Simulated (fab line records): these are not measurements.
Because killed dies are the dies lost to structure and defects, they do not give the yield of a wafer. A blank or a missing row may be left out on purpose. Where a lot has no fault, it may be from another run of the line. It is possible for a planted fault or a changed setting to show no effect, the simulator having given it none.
fab line records | flow gf180mcu
record lots=10 | wafers=30 | lastDay=34
route steps=602 shown V2@405 V3@452 M4@459
lots that met no fault: from a run of the same line without faults
startH: the number of hours between the record's first day and the start of the first shown wafer of the lot | waitH: hours elapsed since this lot's preceding step | " unchanged from the row above | L1.1+2: several wafers, shown together as one row | - no value, or no start given | * or withheld: withheld | < > ~ a bound
route shown NAME@n: names a module that has steps shown in the file, with the first one's number in the route | usual: the fault-free wafers' mean and standard deviation | same: alike in all rows | chamber/n: place in a boat | sites: per-site readings | _std_site: the standard deviation of these | _edge_site: mean of outer sites minus mean of inner sites | radiusMm: for every site, how far away it sits from the centre of the wafer | mask NAME#n: copy n | behind: tool/chamber where the wafer was last shaped | hold: why the lot was held/for how many hours/how that ended | device: transistor that didn't switch, given as n, p or np | end of line: tests run on the same wafers once the route is complete | a step with no rows: only its recipe | killed: dies that structure and defects cost at the first sort, which is not the same as the wafer's yield | map: the dies of a wafer, with x for killed, . for not killed, _ for no die there
set.NAME: the setting as run; set.NAME@STEP: as run at that earlier step | model.NAME: the simulator's own value behind a step, which no gauge read
one table for each step of the route and one row for each wafer, over a sample of lots
services: a tool's chamber out of use, with start hour (startH, from the record's first day; less than 0 if before it), hours out, and reason
## steps
# step GF_V2_CVD_23
# recipe material=W | targetThkNm=350 | timeS=104.94 | tempC=400 | pressureTorr=40
# usual chamberPressureTorr=39.99/0.095 | heaterPowerOuterW=565/28 | heaterPowerW=920/84
lot.wafer | tool    | chamber | startH | waitH | chamberPressureTorr | heaterPowerOuterW | heaterPowerW
L225.1    | cvdW-02 | 1       | 484.18 | 0.0   | 39.80               | 604               | 1028
L225.2    | "       | 0       | "      | "     | 40.02               | 543               | 805
L225.3    | "       | 1       | "      | "     | 39.94               | 596               | 994
L227.2    | cvdW-02 | 1       | 498.98 | 0.0   | 39.76               | 584               | 981
L227.3    | "       | 1       | "      | "     | 40.05               | 598               | 1019
L227.5    | "       | 1       | "      | "     | 39.97               | 582               | 1001
L226.4    | cvdW-02 | 1       | 503.69 | 0.1   | 39.94               | 583               | 1007
L226.5    | "       | 1       | "      | "     | 40.10               | 596               | 1015
L226.6    | "       | 0       | "      | "     | 39.96               | 530               | 789
L230.1    | cvdW-02 | 1       | 530.55 | 0.1   | 39.97               | 583               | 997
L230.2    | "       | 0       | "      | "     | 40.03               | 540               | 799
L230.4    | "       | 1       | "      | "     | 39.92               | 588               | 1010
L235.3    | cvdW-01 | 1       | 569.02 | 0.1   | 39.96               | 592               | 983
L235.5    | "       | 1       | "      | "     | 39.93               | 592               | 987
L235.6    | "       | 0       | "      | "     | 39.85               | 531               | 893
L236.1    | cvdW-01 | 1       | 575.01 | 0.0   | 40.11               | 587               | 978
L236.3    | "       | 1       | "      | "     | 40.05               | 589               | 983
L236.6    | "       | 0       | "      | "     | 40.11               | 534               | 886
L241.4    | cvdW-02 | 1       | 615.30 | 0.1   | 40.04               | 599               | 990
L241.5    | "       | 1       | "      | "     | 40.05               | 591               | 1028
L241.6    | "       | 0       | "      | "     | 40.20               | 544               | 785
L244.4    | cvdW-01 | 1       | 631.35 | 0.0   | 40.00               | 599               | 966
L244.5    | "       | 1       | "      | "     | 39.97               | 583               | 983
L244.6    | "       | 0       | "      | "     | 39.98               | 536               | 882
L245.2    | cvdW-02 | 0       | 639.58 | 0.0   | 39.90               | 544               | 811
L245.4    | "       | 0       | "      | "     | 40.00               | 543               | 791
L245.6    | "       | 0       | "      | "     | 39.97               | 529               | 801
L246.1    | cvdW-01 | 0       | 648.28 | 0.0   | 39.92               | 548               | 906
L246.5    | "       | 0       | "      | "     | 39.97               | 546               | 907
L246.6    | "       | 1       | "      | "     | 40.12               | 593               | 990
# step GF_V3_CVD_23
# recipe material=W | targetThkNm=350 | timeS=104.9 | tempC=400 | pressureTorr=40
# usual chamberPressureTorr=39.99/0.092 | heaterPowerOuterW=565/27 | heaterPowerW=924/80
lot.wafer | tool    | chamber | startH | waitH | chamberPressureTorr | heaterPowerOuterW | heaterPowerW
L225.1    | cvdW-02 | 1       | 533.98 | 0.0   | 40.07               | 589               | 1020
L225.2    | "       | 0       | "      | "     | 39.98               | 538               | 795
L225.3    | "       | 1       | "      | "     | 39.92               | 600               | 1009
L227.2    | cvdW-01 | 0       | 547.33 | 0.0   | 39.97               | 530               | 914
L227.3    | "       | 1       | "      | "     | 39.76               | 592               | 978
L227.5    | "       | 0       | "      | "     | 39.92               | 534               | 871
L226.4    | cvdW-01 | 0       | 553.13 | 0.1   | 39.89               | 528               | 894
L226.5    | "       | 1       | "      | "     | 39.99               | 602               | 1000
L226.6    | "       | 0       | "      | "     | 39.95               | 528               | 883
L230.1    | cvdW-02 | 0       | 578.11 | 0.0   | 39.98               | 559               | 780
L230.2    | "       | 1       | "      | "     | 39.91               | 596               | 995
L230.4    | "       | 0       | "      | "     | 39.92               | 537               | 793
L235.3    | cvdW-01 | 0       | 614.45 | 0.1   | 39.98               | 545               | 913
L235.5    | "       | 0       | "      | "     | 39.95               | 545               | 925
L235.6    | "       | 0       | "      | "     | 39.89               | 538               | 889
L236.1    | cvdW-01 | 0       | 620.09 | 0.0   | 39.94               | 545               | 892
L236.3    | "       | 1       | "      | "     | 40.00               | 588               | 986
L236.6    | "       | 0       | "      | "     | 40.00               | 550               | 928
L241.4    | cvdW-02 | 1       | 659.06 | 0.1   | 40.02               | 587               | 1001
L241.5    | "       | 1       | "      | "     | 40.07               | 588               | 996
L241.6    | "       | 0       | "      | "     | 39.96               | 526               | 813
L244.4    | cvdW-02 | 1       | 674.60 | 0.0   | 40.00               | 595               | 1017
L244.5    | "       | 0       | "      | "     | 40.03               | 546               | 811
L244.6    | "       | 1       | "      | "     | 40.10               | 589               | 1042
L245.2    | cvdW-02 | 0       | 682.43 | 0.0   | 39.98               | 552               | 791
L245.4    | "       | 0       | "      | "     | 39.99               | 551               | 799
L245.6    | "       | 0       | "      | "     | 39.92               | 516               | 812
L246.1    | cvdW-01 | 1       | 689.88 | 0.0   | 40.12               | 592               | 981
L246.5    | "       | 0       | "      | "     | 40.22               | 543               | 886
L246.6    | "       | 1       | "      | "     | 40.16               | 592               | 973
# step GF_V3_RS_MEAS_24
# recipe thkMeasGauge=four-point-probe | reads=W_of_V3_CVD_23+TiN_of_V3_SPUTTER_22+Ti_of_V3_SPUTTER_21
# usual V3_W_RS=0.329/0.0037
lot.wafer | tool         | chamber | startH | waitH | V3_W_RS[ohm/sq]
L225.1    | filmMetro-02 | -       | 534.09 | 0.1   | 0.329
L225.2    | "            | -       | "      | "     | 0.329
L225.3    | "            | -       | "      | "     | 0.332
L227.2    | filmMetro-02 | -       | 547.46 | 0.1   | 0.328
L227.3    | "            | -       | "      | "     | 0.329
L227.5    | "            | -       | "      | "     | 0.330
L226.4    | filmMetro-02 | -       | 553.26 | 0.1   | 0.331
L226.5    | "            | -       | "      | "     | 0.332
L226.6    | "            | -       | "      | "     | 0.329
L230.1    | filmMetro-02 | -       | 578.22 | 0.1   | 0.331
L230.2    | "            | -       | "      | "     | 0.334
L230.4    | "            | -       | "      | "     | 0.329
L235.3    | filmMetro-03 | -       | 614.64 | 0.2   | 0.404
L235.5    | "            | -       | "      | "     | 0.409
L235.6    | "            | -       | "      | "     | 0.403
L236.1    | filmMetro-01 | -       | 620.20 | 0.1   | 0.400
L236.3    | "            | -       | "      | "     | 0.322
L236.6    | "            | -       | "      | "     | 0.400
L241.4    | filmMetro-01 | -       | 659.19 | 0.1   | 0.330
L241.5    | "            | -       | "      | "     | 0.332
L241.6    | "            | -       | "      | "     | 0.329
L244.4    | filmMetro-02 | -       | 674.73 | 0.1   | 0.326
L244.5    | "            | -       | "      | "     | 0.328
L244.6    | "            | -       | "      | "     | 0.328
L245.2    | filmMetro-03 | -       | 682.56 | 0.1   | 0.334
L245.4    | "            | -       | "      | "     | 0.333
L245.6    | "            | -       | "      | "     | 0.333
L246.1    | filmMetro-02 | -       | 689.99 | 0.1   | 0.329
L246.5    | "            | -       | "      | "     | 0.331
L246.6    | "            | -       | "      | "     | 0.330
# step GF_V3_THK_MEAS_25
# recipe thkMeasGauge=xrf | reads=W_of_V3_CVD_23
# usual V3_W_THK=361/5.2
lot.wafer | tool         | chamber | startH | waitH | V3_W_THK[nm]
L225.1    | filmMetro-02 | -       | 534.21 | 0.1   | 365
L225.2    | "            | -       | "      | "     | 364
L225.3    | "            | -       | "      | "     | 364
L227.2    | filmMetro-02 | -       | 547.57 | 0.1   | 367
L227.3    | "            | -       | "      | "     | 367
L227.5    | "            | -       | "      | "     | 365
L226.4    | filmMetro-02 | -       | 553.35 | 0.1   | 359
L226.5    | "            | -       | "      | "     | 357
L226.6    | "            | -       | "      | "     | 363
L230.1    | filmMetro-02 | -       | 578.34 | 0.1   | 359
L230.2    | "            | -       | "      | "     | 357
L230.4    | "            | -       | "      | "     | 361
L235.3    | filmMetro-03 | -       | 614.74 | 0.1   | 293
L235.5    | "            | -       | "      | "     | 290
L235.6    | "            | -       | "      | "     | 295
L236.1    | filmMetro-01 | -       | 620.32 | 0.1   | 293
L236.3    | "            | -       | "      | "     | 364
L236.6    | "            | -       | "      | "     | 292
L241.4    | filmMetro-01 | -       | 659.28 | 0.1   | 357
L241.5    | "            | -       | "      | "     | 353
L241.6    | "            | -       | "      | "     | 359
L244.4    | filmMetro-02 | -       | 674.82 | 0.1   | 367
L244.5    | "            | -       | "      | "     | 365
L244.6    | "            | -       | "      | "     | 365
L245.2    | filmMetro-03 | -       | 682.67 | 0.1   | 357
L245.4    | "            | -       | "      | "     | 355
L245.6    | "            | -       | "      | "     | 355
L246.1    | filmMetro-02 | -       | 690.11 | 0.1   | 363
L246.5    | "            | -       | "      | "     | 362
L246.6    | "            | -       | "      | "     | 362
# step GF_V3_CMP_26
# recipe stopOn=SiO2 | downForcePsi=3.5 | platenRpm=60 | tOverpolishS=15 | targetThkNm=0 | padVelocityMS=0.94248
# usual motorCurrentA=11.6/1.6 | platenRpm=60.00/0.041 | slurryFilterDpKPa=13.48/0.14 | timeToEndpointS=88/3.7
lot.wafer | tool   | chamber | startH | waitH | motorCurrentA | platenRpm | slurryFilterDpKPa | timeToEndpointS
L225.2    | cmp-01 | 0       | 534.27 | 0.0   | 12.0          | 59.92     | 13.45             | 91
L225.3    | "      | 2       | "      | "     | 11.2          | 59.99     | 13.58             | 81
L225.1    | "      | 3       | "      | "     | 12.0          | 60.01     | 13.43             | 89
L227.3    | cmp-01 | 0       | 547.62 | 0.0   | 10.8          | 59.99     | 13.51             | 89
L227.2    | "      | 1       | "      | "     | 14.7          | 59.99     | 13.43             | 89
L227.5    | "      | 1       | "      | "     | 15.2          | 59.97     | 13.47             | 89
L226.4    | cmp-01 | 1       | 553.38 | 0.0   | 15.1          | 60.01     | 13.60             | 92
L226.6    | "      | 1       | "      | "     | 13.7          | 60.03     | 13.67             | 92
L226.5    | "      | 2       | "      | "     | 10.8          | 59.95     | 13.28             | 86
L230.1    | cmp-02 | 1       | 578.40 | 0.1   | 10.6          | 59.97     | 13.51             | 81
L230.4    | "      | 2       | "      | "     | 11.4          | 60.05     | 13.48             | 87
L230.2    | "      | 0       | "      | "     | 8.6           | 59.98     | 13.39             | 83
L235.3    | cmp-02 | 0       | 614.88 | 0.1   | 8.9           | 60.00     | 13.26             | 70
L235.5    | "      | 2       | "      | "     | 11.3          | 60.00     | 13.19             | 69
L235.6    | "      | 3       | "      | "     | 11.6          | 60.02     | 13.45             | 68
L236.3    | cmp-02 | 0       | 620.43 | 0.1   | 8.4           | 59.95     | 13.61             | 95
L236.1    | "      | 2       | "      | "     | 11.4          | 60.07     | 13.61             | 72
L236.6    | "      | 0       | "      | "     | 8.9           | 59.92     | 13.66             | 72
L241.4    | cmp-02 | 3       | 659.36 | 0.1   | 11.5          | 59.98     | 13.50             | 83
L241.6    | "      | 2       | "      | "     | 10.7          | 60.00     | 13.36             | 90
L241.5    | "      | 3       | "      | "     | 12.1          | 59.96     | 13.48             | 84
L244.4    | cmp-01 | 3       | 674.85 | 0.0   | 12.5          | 59.98     | 13.48             | 92
L244.5    | "      | 3       | "      | "     | 11.7          | 60.01     | 13.31             | 91
L244.6    | "      | 0       | "      | "     | 11.3          | 59.91     | 13.44             | 93
L245.2    | cmp-01 | 2       | 682.72 | 0.0   | 10.6          | 59.94     | 13.55             | 82
L245.4    | "      | 3       | "      | "     | 13.3          | 60.03     | 13.34             | 90
L245.6    | "      | 3       | "      | "     | 12.0          | 59.99     | 13.54             | 92
L246.1    | cmp-02 | 2       | 690.17 | 0.1   | 11.1          | 60.04     | 13.15             | 90
L246.6    | "      | 2       | "      | "     | 10.8          | 59.97     | 13.27             | 89
L246.5    | "      | 3       | "      | "     | 11.5          | 60.06     | 13.48             | 86
# step GF_M4_SPUTTER_03
# recipe material=Ti | targetThkNm=10 | substrateTempC=300 | chamberPressurePa=0.3 | powerW=3000 | timeS=6.7
# usual throttleValvePct=29.9/0.83
lot.wafer | tool          | chamber | startH | waitH | throttleValvePct
L225.1    | pvdSputter-04 | -       | 534.73 | 0.0   | 31.1
L225.2    | "             | -       | "      | "     | 29.4
L225.3    | "             | -       | "      | "     | 28.8
L227.2    | pvdSputter-03 | -       | 548.08 | 0.0   | 31.5
L227.3    | "             | -       | "      | "     | 29.6
L227.5    | "             | -       | "      | "     | 30.1
L226.4    | pvdSputter-01 | -       | 553.84 | 0.0   | 31.1
L226.5    | "             | -       | "      | "     | 28.9
L226.6    | "             | -       | "      | "     | 31.3
L230.1    | pvdSputter-01 | -       | 578.86 | 0.0   | 31.3
L230.2    | "             | -       | "      | "     | 28.9
L230.4    | "             | -       | "      | "     | 30.7
L235.3    | pvdSputter-03 | -       | 615.24 | 0.0   | 31.2
L235.5    | "             | -       | "      | "     | 30.2
L235.6    | "             | -       | "      | "     | 31.2
L236.1    | pvdSputter-03 | -       | 620.84 | 0.0   | 29.7
L236.3    | "             | -       | "      | "     | 29.7
L236.6    | "             | -       | "      | "     | 29.6
L241.4    | pvdSputter-01 | -       | 659.77 | 0.0   | 29.1
L241.5    | "             | -       | "      | "     | 29.0
L241.6    | "             | -       | "      | "     | 30.3
L244.4    | pvdSputter-03 | -       | 675.31 | 0.0   | 29.6
L244.5    | "             | -       | "      | "     | 29.5
L244.6    | "             | -       | "      | "     | 30.0
L245.2    | pvdSputter-01 | -       | 683.18 | 0.0   | 28.7
L245.4    | "             | -       | "      | "     | 29.5
L245.6    | "             | -       | "      | "     | 31.4
L246.1    | pvdSputter-04 | -       | 690.63 | 0.0   | 29.3
L246.5    | "             | -       | "      | "     | 28.7
L246.6    | "             | -       | "      | "     | 29.2
# step GF_M4_THK_MEAS_06
# recipe thkMeasGauge=xrf | reads=AlCu_of_M4_SPUTTER_02
# usual M4_ALCU_THK=445/5.8
lot.wafer | tool         | chamber | startH | waitH | M4_ALCU_THK[nm]
L225.1    | filmMetro-02 | -       | 534.91 | 0.1   | 453
L225.2    | "            | -       | "      | "     | 449
L225.3    | "            | -       | "      | "     | 450
L227.2    | filmMetro-02 | -       | 548.27 | 0.1   | 449
L227.3    | "            | -       | "      | "     | 448
L227.5    | "            | -       | "      | "     | 456
L226.4    | filmMetro-02 | -       | 554.05 | 0.1   | 445
L226.5    | "            | -       | "      | "     | 441
L226.6    | "            | -       | "      | "     | 442
L230.1    | filmMetro-02 | -       | 579.04 | 0.1   | 449
L230.2    | "            | -       | "      | "     | 444
L230.4    | "            | -       | "      | "     | 448
L235.3    | filmMetro-02 | -       | 615.44 | 0.1   | 447
L235.5    | "            | -       | "      | "     | 450
L235.6    | "            | -       | "      | "     | 448
L236.1    | filmMetro-02 | -       | 621.02 | 0.1   | 443
L236.3    | "            | -       | "      | "     | 447
L236.6    | "            | -       | "      | "     | 447
L241.4    | filmMetro-01 | -       | 659.98 | 0.1   | 441
L241.5    | "            | -       | "      | "     | 439
L241.6    | "            | -       | "      | "     | 443
L244.4    | filmMetro-04 | -       | 675.52 | 0.1   | 456
L244.5    | "            | -       | "      | "     | 454
L244.6    | "            | -       | "      | "     | 455
L245.2    | filmMetro-02 | -       | 683.37 | 0.1   | 447
L245.4    | "            | -       | "      | "     | 443
L245.6    | "            | -       | "      | "     | 449
L246.1    | filmMetro-01 | -       | 690.81 | 0.1   | 439
L246.5    | "            | -       | "      | "     | 439
L246.6    | "            | -       | "      | "     | 436
## services
tool          | chamber | startH | hours | kind
cvdW-02       | -       | 467.22 | 6.0   | pm
cvdW-02       | 1       | 472.94 | 7.1   | repair
cmp-02        | -       | 489.51 | 3.9   | repair
cmp-01        | -       | 496.76 | 0.5   | repair
cvdW-01       | 1       | 513.32 | 2.1   | repair
cvdW-01       | -       | 516.70 | 14.6  | pm
pvdSputter-01 | -       | 516.80 | 0.6   | repair
cmp-02        | -       | 563.98 | 1.8   | repair
pvdSputter-04 | 3       | 570.50 | -     | consumableReplace:kit
pvdSputter-04 | 3       | 570.50 | 18.0  | scheduledDown
pvdSputter-04 | 3       | 570.50 | 18.0  | ventCycle
cmp-02        | -       | 572.06 | 4.0   | pm
cmp-02        | -       | 576.06 | -     | consumableReplace:conditioner
cmp-02        | -       | 576.06 | -     | consumableReplace:pad
cvdW-01       | -       | 601.87 | 2.8   | pm
cmp-02        | -       | 604.94 | 4.8   | pm
cvdW-01       | 1       | 611.95 | 4.4   | repair
pvdSputter-01 | 3       | 625.97 | -     | consumableReplace:kit
pvdSputter-01 | 3       | 625.97 | 18.0  | scheduledDown
pvdSputter-01 | 3       | 625.97 | 18.0  | ventCycle
cmp-01        | -       | 637.20 | 1.9   | repair
cvdW-01       | -       | 646.00 | 0.9   | repair
pvdSputter-03 | -       | 656.86 | 3.2   | repair
cvdW-01       | -       | 667.93 | 6.9   | pm
## key
firstSign step=GF_V3_RS_MEAS_24 | reading=V3_W_RS | direction=up | sigmas=20 | usual=0.329 | struck=0.403
effect step=GF_V3_THK_MEAS_25 | reading=V3_W_THK | direction=down | sigmas=13 | usual=361 | struck=293
effect step=GF_V3_CMP_26 | reading=timeToEndpointS | direction=down | sigmas=4.7 | usual=* | struck=*
metAt GF_V3_CVD_23
struckLots L235,L236
struckWafers L235.3,L235.5,L235.6,L236.1,L236.6
notActingAt GF_V2_CVD_23,GF_M4_SPUTTER_03,GF_M4_THK_MEAS_06
onsetBetween 553.13 614.45
fault kind=processParameterDrift | tool=cvdW-01 | chamber=0 | onsetH=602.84 | steps=GF_V3_CVD_23 | channel=targetThkNm | offset=-65.017 | shape=step | endH=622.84 | actsIn=theseRecipesOnly | stated=350
